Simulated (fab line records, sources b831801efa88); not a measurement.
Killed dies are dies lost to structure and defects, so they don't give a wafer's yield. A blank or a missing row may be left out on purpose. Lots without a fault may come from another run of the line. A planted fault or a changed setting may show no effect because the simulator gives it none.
One fault seen from 2 desks | flow sky130 | each desk has only its own numbers; what lay behind them comes last

THE METROLOGY DESK
What the gauges read, lot by lot, whatever tool the lot ran on: means of the sampled wafers that have a number. A lot is out of limits, marked OUT, if its mean lies more than 4 standard deviations from the usual mean; the brackets give that distance.
Columns: A = DNWELL_TW at SKY_DNWELL_TW_MEAS_09, usual 1110; B = VT_ADJUST_PCH_OVL at SKY_VT_ADJUST_PCH_OVL_MEAS_07, usual -0.6 nm
lot  | first seen here | A    | B
L976 | day 3 05:38     | 1119 | -0.5
L977 | day 3 11:11     | 1121 | -2.1
L978 | day 3 12:29     | 1107 | -1.1
L979 | day 3 18:56     | 1123 | 1.9
L983 | day 4 23:07     | 1105 | -1.8
L985 | day 5 04:13     | 1121 | 0.6
L987 | day 5 15:26     | 1119 | -2.2
L988 | day 5 22:44     | 1109 | -1.1
L989 | day 6 02:25     | 1098 | -1.6
L995 | day 7 11:31     | 1102 | -1.4
L996 | day 7 16:25     | 1113 | -1.5
L999 | day 8 09:17     | 1110 | 1.2
This desk's finding: nothing out of limits on any of the 12 lots.

THE TOOL OWNER'S DESK: implanter-01
The tool's own readings at SKY_POLY_GATE_IMPLANT_02: means of the sampled wafers that have a number, for each lot that ran on this tool. A lot is out of limits, marked OUT, if its mean lies more than 4 standard deviations from the usual mean; the brackets give that distance.
Columns: A = beam_on_s at SKY_POLY_GATE_IMPLANT_02, usual 36 s; B = dose_ions_cm2 at SKY_POLY_GATE_IMPLANT_02, usual 7.7e+15
lot  | first seen here | A  | B
L976 | day 15 02:12    | 30 | 7.7e+15
L983 | day 18 01:59    | 47 | 1.2e+16 (+99 or more) OUT
L987 | day 19 06:05    | 47 | 1.2e+16 (+99 or more) OUT
L999 | day 23 09:33    | 30 | 7.7e+15
This desk's finding: out of limits on L983, L987; first on L983, day 18 01:59 (dose_ions_cm2 at SKY_POLY_GATE_IMPLANT_02). In limits: L976, L999.

PUT TOGETHER
The tool owner's desk could have raised an alarm at day 18 01:59, on L983, L987.
The metrology desk saw nothing out of limits.
The metrology desk has L983, L987 on record, within its limits.
Of the lots named, all ran SKY_POLY_GATE_IMPLANT_02 on implanter-01.

WHAT THE SIMULATOR HAD PUT IN
Process parameter drift: implanter-01, from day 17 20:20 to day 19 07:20, at SKY_POLY_GATE_IMPLANT_02. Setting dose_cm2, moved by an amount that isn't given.
Lots struck among those shown: L983, L987.
Hours from the fault's start to each desk's first reading out of limits: the tool owner's desk, 6.
